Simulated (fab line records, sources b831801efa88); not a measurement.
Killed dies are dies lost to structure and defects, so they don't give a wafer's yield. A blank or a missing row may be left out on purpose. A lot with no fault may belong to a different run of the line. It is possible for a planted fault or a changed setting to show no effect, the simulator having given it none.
Which of the tools did it? || flow sky130 || 14 lots (42 wafers sampled), 1 step of a 708-step route

## WHAT THE GAUGES SHOWED, per wafer
Not one reading of a measure or inspect step in the record can be checked against a usual standard deviation.

## TOOL THAT RAN EACH LOT (tool first, then ch and the chambers of the sampled wafers, then the start)
{"lot": "L964", "SKY_VT_ADJUST_LVTN_SOFTBAKE_14": "litho-track-04 ch 0, day 7 04:59"}
{"lot": "L966", "SKY_VT_ADJUST_LVTN_SOFTBAKE_14": "litho-track-03 ch 0, day 7 22:07"}
{"lot": "L968", "SKY_VT_ADJUST_LVTN_SOFTBAKE_14": "litho-track-03 ch 0, day 8 16:27"}
{"lot": "L969", "SKY_VT_ADJUST_LVTN_SOFTBAKE_14": "litho-track-03 ch 0, day 9 00:49"}
{"lot": "L970", "SKY_VT_ADJUST_LVTN_SOFTBAKE_14": "litho-track-04 ch 0, day 9 04:31"}
{"lot": "L972", "SKY_VT_ADJUST_LVTN_SOFTBAKE_14": "litho-track-03 ch 0, day 9 09:16"}
{"lot": "L971", "SKY_VT_ADJUST_LVTN_SOFTBAKE_14": "litho-track-03 ch 0, day 9 09:54"}
{"lot": "L973", "SKY_VT_ADJUST_LVTN_SOFTBAKE_14": "litho-track-04 ch 0, day 9 20:35"}
{"lot": "L980", "SKY_VT_ADJUST_LVTN_SOFTBAKE_14": "litho-track-02 ch 0, day 11 14:25"}
{"lot": "L981", "SKY_VT_ADJUST_LVTN_SOFTBAKE_14": "litho-track-04 ch 0, day 11 15:40"}
{"lot": "L983", "SKY_VT_ADJUST_LVTN_SOFTBAKE_14": "litho-track-03 ch 0, day 12 12:30"}
{"lot": "L984", "SKY_VT_ADJUST_LVTN_SOFTBAKE_14": "litho-track-04 ch 0, day 12 20:05"}
{"lot": "L986", "SKY_VT_ADJUST_LVTN_SOFTBAKE_14": "litho-track-03 ch 0, day 13 05:58"}
{"lot": "L987", "SKY_VT_ADJUST_LVTN_SOFTBAKE_14": "litho-track-04 ch 0, day 13 13:01"}
- SKY_VT_ADJUST_LVTN_SOFTBAKE_14: time 60 s.

## AS READ BY THE TOOLS THEMSELVES (means over the sampled wafers that have a number; for cases with no such wafer, the mark the record gives instead)
SKY_VT_ADJUST_LVTN_SOFTBAKE_14. Usual: chill-plate-temp-C 23.01 C, standard deviation 0.099; plate-temp-C 90.02 C, standard deviation 0.14; run-length-s 89.29 s, standard deviation 0.21.
{"lot": "L964", "tool": "litho-track-04", "chill-plate-temp-C (C)": 23.00, "plate-temp-C (C)": 89.94, "run-length-s (s)": 89.04, "flag": ""}
{"lot": "L966", "tool": "litho-track-03", "chill-plate-temp-C (C)": 23.09, "plate-temp-C (C)": 90.18, "run-length-s (s)": 89.48, "flag": ""}
{"lot": "L968", "tool": "litho-track-03", "chill-plate-temp-C (C)": 23.08, "plate-temp-C (C)": 90.11, "run-length-s (s)": 89.44, "flag": ""}
{"lot": "L969", "tool": "litho-track-03", "chill-plate-temp-C (C)": 22.93, "plate-temp-C (C)": 89.91, "run-length-s (s)": 89.31, "flag": ""}
{"lot": "L970", "tool": "litho-track-04", "chill-plate-temp-C (C)": 22.91, "plate-temp-C (C)": 90.04, "run-length-s (s)": 89.05, "flag": ""}
{"lot": "L972", "tool": "litho-track-03", "chill-plate-temp-C (C)": 23.01, "plate-temp-C (C)": 89.97, "run-length-s (s)": 93.85, "flag": "OFF"}
{"lot": "L971", "tool": "litho-track-03", "chill-plate-temp-C (C)": 23.10, "plate-temp-C (C)": 90.08, "run-length-s (s)": 91.74, "flag": "OFF"}
{"lot": "L973", "tool": "litho-track-04", "chill-plate-temp-C (C)": 22.97, "plate-temp-C (C)": 89.94, "run-length-s (s)": 89.04, "flag": ""}
{"lot": "L980", "tool": "litho-track-02", "chill-plate-temp-C (C)": 23.06, "plate-temp-C (C)": 89.93, "run-length-s (s)": 89.54, "flag": ""}
{"lot": "L981", "tool": "litho-track-04", "chill-plate-temp-C (C)": 22.98, "plate-temp-C (C)": 90.02, "run-length-s (s)": 89.08, "flag": ""}
{"lot": "L983", "tool": "litho-track-03", "chill-plate-temp-C (C)": 22.93, "plate-temp-C (C)": 89.89, "run-length-s (s)": 89.31, "flag": ""}
{"lot": "L984", "tool": "litho-track-04", "chill-plate-temp-C (C)": 23.17, "plate-temp-C (C)": 89.85, "run-length-s (s)": 89.01, "flag": ""}
{"lot": "L986", "tool": "litho-track-03", "chill-plate-temp-C (C)": 23.12, "plate-temp-C (C)": 89.94, "run-length-s (s)": 89.44, "flag": ""}
{"lot": "L987", "tool": "litho-track-04", "chill-plate-temp-C (C)": 22.92, "plate-temp-C (C)": 90.01, "run-length-s (s)": 89.05, "flag": ""}

## THE ANSWER, worked out from the rows above alone
Rule: lot off if the mean of its wafers having a number is beyond 3 standard deviations from the usual mean. Also off: a lot with no number at a reading for which 4 or more lots have one. Any other lot the step has rows for is counted as sound. The gauges are gone through in route order, then the tools' own readings, and for those a lot's mean is taken as printed above. The first step at which some lot is off is used, and at that step the reading that is off furthest; a lot without a number counts as furthest.
Off at SKY_VT_ADJUST_LVTN_SOFTBAKE_14 (run-length-s): L972, L971.
A tool fits if, at that step or a process step before it, it ran every lot that is off, and no sound lot after the first of them. None of those tried fits.

## WHAT WAS PUT IN BY THE SIMULATOR
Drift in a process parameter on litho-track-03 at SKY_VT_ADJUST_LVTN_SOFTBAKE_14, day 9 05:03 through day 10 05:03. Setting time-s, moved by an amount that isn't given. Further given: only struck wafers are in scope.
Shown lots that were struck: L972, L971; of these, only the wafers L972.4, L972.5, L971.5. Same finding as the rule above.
